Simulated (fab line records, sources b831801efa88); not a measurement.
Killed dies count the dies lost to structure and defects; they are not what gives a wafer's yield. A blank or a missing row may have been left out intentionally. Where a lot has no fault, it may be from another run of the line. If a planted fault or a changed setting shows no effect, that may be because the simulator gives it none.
Which tool was responsible? | flow sky130 | Sampling: 10 lots, 30 wafers, 6 of 708 route steps

## WHAT THE GAUGES READ, wafer by wafer
SKY_LDD_P_OVL_MEAS_08.
lot  | measured     | on         | LDD_P_OVL (nm)
L522 | day 20 04:28 | overlay-01 | -1.7 -2.2 -2.5
L525 | day 21 14:10 | overlay-02 | 3.6 2.4 3.6
L528 | day 23 03:47 | overlay-02 | -1.9 -2.3 0.0
L530 | day 23 16:08 | overlay-02 | 0.9 2.4 2.2
L531 | day 23 20:29 | overlay-01 | 1.3 0.6 0.7
L532 | day 24 04:26 | overlay-02 | 1.1 1.8 -0.6
L534 | day 24 19:46 | overlay-02 | 1.8 1.0 0.7
L535 | day 25 00:56 | overlay-02 | 0.4 1.0 0.4
L538 | day 26 01:17 | overlay-02 | 2.4 3.0 1.2
L541 | day 27 07:02 | overlay-02 | 4.1 2.8 1.7

SKY_LDD_LDN_TW_MEAS_13.
lot  | measured     | on           | LDD_LDN_TW
L522 | day 24 02:13 | filmMetro-03 | 1516 1507 1513
L525 | day 25 09:21 | filmMetro-04 | 1468 1470 1466
L528 | day 26 21:24 | filmMetro-04 | 30 30 30 30 30 30
L530 | day 27 09:21 | filmMetro-04 | 30 30 30 30 30 30
L531 | day 27 11:34 | filmMetro-04 | 29 30 29 29 30 30
L532 | day 27 19:19 | filmMetro-01 | 1469 1473 1469
L534 | day 28 11:56 | filmMetro-03 | 1509 1518 1510
L535 | day 28 15:22 | filmMetro-03 | 1502 1508 1508
L538 | day 29 16:01 | filmMetro-01 | 1476 1467 1470
L541 | day 30 20:06 | filmMetro-03 | 1511 1502 1499

## WHICH TOOL RAN EACH LOT (tool, then ch and the chambers of the sampled wafers, then the start)
lot  | SKY_SONOS_ONO_ETCH_15             | SKY_LDD_N_STRIP_16                  | SKY_LDD_HVP_STRIP_09                | SKY_LDD_LDN_STRIP_12
L522 | rieDiel-02 ch 2,3, day 13 15:40   | plasmaAsher-04 ch 0,1, day 18 21:33 | plasmaAsher-04 ch 0,1, day 22 18:17 | plasmaAsher-02 ch 0,1, day 24 02:05
L525 | rieDiel-01 ch 0,2,3, day 14 21:34 | plasmaAsher-02 ch 0,1, day 20 07:03 | plasmaAsher-04 ch 0,1, day 24 03:11 | plasmaAsher-04 ch 0,1, day 25 09:15
L528 | rieDiel-01 ch 1,2, day 16 05:58   | plasmaAsher-02 ch 0,1, day 21 21:06 | plasmaAsher-04 ch 0,1, day 25 15:30 | plasmaAsher-03 ch 0, day 26 21:17
L530 | rieDiel-02 ch 1,3, day 16 22:25   | plasmaAsher-02 ch 0,1, day 22 09:48 | plasmaAsher-01 ch 1, day 26 03:48   | plasmaAsher-02 ch 0,1, day 27 09:14
L531 | rieDiel-04 ch 1,2, day 17 01:28   | plasmaAsher-02 ch 0,1, day 22 14:56 | plasmaAsher-01 ch 0,1, day 26 07:11 | plasmaAsher-02 ch 0,1, day 27 11:29
L532 | rieDiel-02 ch 1,2, day 17 06:28   | plasmaAsher-02 ch 0, day 22 21:50   | plasmaAsher-04 ch 0,1, day 26 14:41 | plasmaAsher-04 ch 0,1, day 27 19:12
L534 | rieDiel-02 ch 0,1, day 17 23:28   | plasmaAsher-03 ch 0, day 23 14:44   | plasmaAsher-01 ch 0,1, day 27 06:06 | plasmaAsher-02 ch 0,1, day 28 11:50
L535 | rieDiel-04 ch 0,1,2, day 18 08:43 | plasmaAsher-02 ch 0,1, day 23 19:42 | plasmaAsher-01 ch 0,1, day 27 10:45 | plasmaAsher-02 ch 0,1, day 28 15:16
L538 | rieDiel-02 ch 0,1,3, day 19 07:37 | plasmaAsher-02 ch 0,1, day 24 20:23 | plasmaAsher-04 ch 0,1, day 28 11:47 | plasmaAsher-04 ch 0,1, day 29 15:56
L541 | rieDiel-04 ch 0,3, day 20 12:59   | plasmaAsher-04 ch 0,1, day 26 02:05 | plasmaAsher-01 ch 0,1, day 29 16:02 | plasmaAsher-03 ch 1, day 30 19:59
- SKY_SONOS_ONO_ETCH_15: etches the open film in CHF3/O2, target depth 19.52 nm, time 7.8 s.
- SKY_LDD_N_STRIP_16: strips in O2/N2.
- SKY_LDD_HVP_STRIP_09: strips in O2/N2.
- SKY_LDD_LDN_STRIP_12: strips in O2/N2.

## WHAT THE TOOLS THEMSELVES READ (means of the sampled wafers that have a number; where no wafer has one, the mark that the record gives instead)
SKY_SONOS_ONO_ETCH_15.
lot  | tool       | biasW (W) | drypumpMotorCurrentA (A) | oesProductAu (a.u.) | throttleValvePct (%)
L522 | rieDiel-02 | 199.7     | 5.9                      | 1.006               | 8.827
L525 | rieDiel-01 | 200.5     | 5.7                      | 1.004               | 8.829
L528 | rieDiel-01 | 200.0     | 5.9                      | 0.994               | 8.813
L530 | rieDiel-02 | 200.0     | 5.7                      | 1.012               | 8.822
L531 | rieDiel-04 | 200.0     | 6.2                      | 1.006               | 8.831
L532 | rieDiel-02 | 200.1     | 6.0                      | 1.003               | 8.820
L534 | rieDiel-02 | 200.3     | 5.4                      | 1.009               | 8.830
L535 | rieDiel-04 | 199.7     | 6.0                      | 0.997               | 8.823
L538 | rieDiel-02 | 200.1     | 5.6                      | 0.997               | 8.828
L541 | rieDiel-04 | 200.0     | 5.6                      | 0.999               | 8.826

SKY_LDD_N_STRIP_16.
lot  | tool           | chamberPressureMTorr (mTorr) | drypumpMotorCurrentA (A) | n2FlowSccm (sccm) | oesProductAu (a.u.) | stripTimeToEndpointS (s)
L522 | plasmaAsher-04 | 1500.7                       | 5.0                      | 300.6             | 0.407               | 4.323
L525 | plasmaAsher-02 | 1499.4                       | 5.5                      | 301.5             | 0.406               | 4.318
L528 | plasmaAsher-02 | 1499.8                       | 5.6                      | 300.1             | 0.410               | 4.312
L530 | plasmaAsher-02 | 1498.6                       | 5.6                      | 299.9             | 0.406               | 4.298
L531 | plasmaAsher-02 | 1501.3                       | 5.6                      | 300.3             | 0.408               | 4.322
L532 | plasmaAsher-02 | 1500.5                       | 5.5                      | 299.9             | 0.406               | 4.324
L534 | plasmaAsher-03 | 1501.2                       | 6.1                      | 300.3             | 0.405               | 4.330
L535 | plasmaAsher-02 | 1500.7                       | 5.6                      | 300.0             | 0.404               | 4.315
L538 | plasmaAsher-02 | 1499.6                       | 5.6                      | 300.5             | 0.407               | 4.309
L541 | plasmaAsher-04 | 1500.7                       | 4.9                      | 299.8             | 0.406               | 4.310

SKY_LDD_HVP_STRIP_09.
lot  | tool           | chamberPressureMTorr (mTorr) | drypumpMotorCurrentA (A) | n2FlowSccm (sccm) | oesProductAu (a.u.) | stripTimeToEndpointS (s)
L522 | plasmaAsher-04 | 1500.5                       | 5.0                      | 299.7             | 0.408               | 4.143
L525 | plasmaAsher-04 | 1498.0                       | 5.0                      | 301.0             | 0.409               | 4.135
L528 | plasmaAsher-04 | -                            | -                        | -                 | -                   | -
L530 | plasmaAsher-01 | -                            | -                        | -                 | -                   | -
L531 | plasmaAsher-01 | -                            | -                        | -                 | -                   | -
L532 | plasmaAsher-04 | 1500.1                       | 5.0                      | 299.8             | 0.407               | 4.133
L534 | plasmaAsher-01 | 1499.3                       | 5.6                      | 299.8             | 0.407               | 4.124
L535 | plasmaAsher-01 | 1500.4                       | 5.8                      | 298.9             | 0.409               | 4.150
L538 | plasmaAsher-04 | 1499.0                       | 4.9                      | 300.4             | 0.409               | 4.136
L541 | plasmaAsher-01 | 1498.7                       | 5.6                      | 301.2             | 0.405               | 4.123

SKY_LDD_LDN_STRIP_12.
lot  | tool           | chamberPressureMTorr (mTorr) | drypumpMotorCurrentA (A) | n2FlowSccm (sccm) | oesProductAu (a.u.) | stripTimeToEndpointS (s)
L522 | plasmaAsher-02 | 1500.8                       | 5.6                      | 299.1             | 0.712               | 14.11
L525 | plasmaAsher-04 | 1498.9                       | 5.0                      | 300.2             | 0.716               | 14.19
L528 | plasmaAsher-03 | 1499.6                       | 6.1                      | 300.6             | 0.711               | 18.79
L530 | plasmaAsher-02 | 1498.6                       | 5.6                      | 299.5             | 0.715               | 18.76
L531 | plasmaAsher-02 | 1499.8                       | 5.5                      | 301.1             | 0.718               | 18.74
L532 | plasmaAsher-04 | 1499.3                       | 4.9                      | 301.0             | 0.714               | 14.24
L534 | plasmaAsher-02 | 1501.6                       | 5.5                      | 299.6             | 0.715               | 14.22
L535 | plasmaAsher-02 | 1499.6                       | 5.6                      | 299.7             | 0.717               | 14.22
L538 | plasmaAsher-04 | 1500.7                       | 4.9                      | 300.1             | 0.715               | 14.17
L541 | plasmaAsher-03 | 1501.2                       | 5.5                      | 300.7             | 0.721               | 14.16

## THE ANSWER, worked out from the rows above alone
Rule: the usual values come from the lots themselves. The widest of any qualifying gaps counts: lots, ordered by their means at a reading, are off when they make up no more than a third of the lots, leave a main group of 4 or more, and stand apart from it by 3 or more times the standard deviation of that group's means. A main group is skipped when, at the precision printed for the reading in the tables above, its means are all equal. Also off: a lot with no number at a reading for which 4 or more lots have one. The other lots that the step has rows for count as sound. The gauges are gone through in route order, then the tools' own readings, and for those a lot's mean is taken as printed above. The first step at which some lot is off is used, and at that step the reading that is off furthest; a lot without a number counts as furthest.
Off: L528, L530, L531, at SKY_LDD_LDN_TW_MEAS_13 (LDD_LDN_TW). The main group has a mean of 1492 with a standard deviation of 19.
A tool fits if, at a process step before that reading, it ran every lot that is off, and no sound lot after the first of them. The gauges at SKY_LDD_LDN_TW_MEAS_13 aren't tried: what is off there is off at SKY_LDD_HVP_STRIP_09 too, on other tools, and a gauge's error can't cause that. No candidate that was tried fits.

## WHAT WAS PUT IN BY THE SIMULATOR
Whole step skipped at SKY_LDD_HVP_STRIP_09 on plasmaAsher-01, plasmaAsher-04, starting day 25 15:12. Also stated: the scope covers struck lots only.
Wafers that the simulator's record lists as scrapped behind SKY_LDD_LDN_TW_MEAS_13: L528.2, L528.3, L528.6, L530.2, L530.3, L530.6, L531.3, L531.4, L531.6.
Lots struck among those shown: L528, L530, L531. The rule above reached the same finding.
